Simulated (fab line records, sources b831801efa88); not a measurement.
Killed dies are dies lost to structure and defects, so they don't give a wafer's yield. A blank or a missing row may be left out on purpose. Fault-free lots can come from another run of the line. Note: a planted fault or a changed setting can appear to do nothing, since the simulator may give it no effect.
Chamber matching + flow gf180mcu + GF_M5_ETCH_09 on rie-diel-04 has 3 sister chambers
The step etches Si3N4 in CF4/O2, target depth 52 nm, time 11.6 s. 6 wafers are shown with their chamber, then 5 later ones without.

WAFERS WITH THEIR CHAMBER
| wafer  | chamber | drypump-motor-current-A (A) | oes-product-au (a.u.) |
|--------|---------|-----------------------------|-----------------------|
| L082.3 | 1       | 5.5                         | 1.007                 |
| L084.3 | 1       | 5.5                         | 1.012                 |
| L084.4 | 2       | 5.9                         | 1.004                 |
| L087.5 | 3       | 5.7                         | 1.025                 |
| L087.6 | 2       | 5.9                         | 1.012                 |
| L088.3 | 3       | 5.6                         | 1.037                 |

WAFERS MISSING THEIR CHAMBER
| wafer  | drypump-motor-current-A (A) | oes-product-au (a.u.) |
|--------|-----------------------------|-----------------------|
| L088.6 | 5.5                         | 1.016                 |
| L090.1 | 6.0                         | 1.007                 |
| L090.2 | 5.5                         | 1.005                 |
| L091.2 | 5.9                         | 1.014                 |
| L091.5 | 5.9                         | 1.009                 |

WHICH CHAMBER EACH ONE RAN IN
| wafer  | from the rows above | in truth |
|--------|---------------------|----------|
| L088.6 | 1                   | 1        |
| L090.1 | 2                   | 2        |
| L090.2 | 1                   | 1        |
| L091.2 | 2                   | 2        |
| L091.5 | 2                   | 2        |
Correctly placed: 5 of 5. From these rows, 0 cannot be placed. Placed wrongly: 0.
How it was worked out, from the rows above alone: a wafer's distance from a chamber is the root of the sum, over the readings, of the square of ((its reading less the chamber's mean) divided by the reading's scatter). If the next closest chamber is less than 2 further off than the closest, the wafer can't be placed; otherwise it belongs to the closest. For every chamber, the mean is computed from those of its wafers that are shown. The scatter: the root of (the sum of the squares of (reading less its chamber's mean) over the shown wafers, divided by (wafers less chambers)).
